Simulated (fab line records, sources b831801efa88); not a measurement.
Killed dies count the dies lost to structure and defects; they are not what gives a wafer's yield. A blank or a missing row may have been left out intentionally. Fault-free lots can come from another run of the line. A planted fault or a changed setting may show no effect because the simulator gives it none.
Matching of chambers + flow gf180mcu + GF_CONTACT_CMP_27 on cmp-02: 4 sister chambers
The step polishes, stops on SiO2, t overpolish 15 s, target thk 0 nm. 4 wafers are shown with their chamber, then 8 later ones without.

== WAFERS, EACH WITH ITS CHAMBER ==
| wafer  | chamber | motor-current-A (A) |
|--------|---------|---------------------|
| L426.3 | 3       | 11.0                |
| L427.3 | 0       | 12.6                |
| L427.5 | 1       | 11.1                |
| L428.3 | 2       | 9.8                 |

== WAFERS WHOSE CHAMBER IS MISSING ==
| wafer  | motor-current-A (A) |
|--------|---------------------|
| L428.4 | 11.1                |
| L428.5 | 10.2                |
| L434.1 | 10.4                |
| L434.4 | 11.9                |
| L434.6 | 12.9                |
| L436.1 | 10.8                |
| L436.3 | 10.6                |
| L436.4 | 12.5                |

== WHICH CHAMBER EACH WENT THROUGH ==
| wafer  | from the rows above          | in truth |
|--------|------------------------------|----------|
| L428.4 | can't be placed: 1 or 3      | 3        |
| L428.5 | can't be placed: 2 or 3 or 1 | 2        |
| L434.1 | can't be placed: 2 or 3 or 1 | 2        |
| L434.4 | can't be placed: 0 or 1 or 3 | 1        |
| L434.6 | 0                            | 0        |
| L436.1 | can't be placed: 3 or 1 or 2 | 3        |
| L436.3 | can't be placed: 3 or 1 or 2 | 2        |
| L436.4 | 0                            | 0        |
2 of 8 placed correctly. Cannot be placed on the basis of these rows: 6; the candidates contain the true chamber in 6. Wrongly placed: 0.
How it was worked out, from the rows above alone: a wafer's distance from a chamber is the root of the sum, over the readings, of the square of ((its reading less the chamber's mean) divided by the reading's scatter). If the next closest chamber is less than 2 further off than the closest, the wafer can't be placed; otherwise it belongs to the closest. A chamber's mean is the mean of its shown wafers. The scatter: with one shown wafer a chamber, the root of the mean of the squares of how far each hidden wafer lies from its nearest shown one.
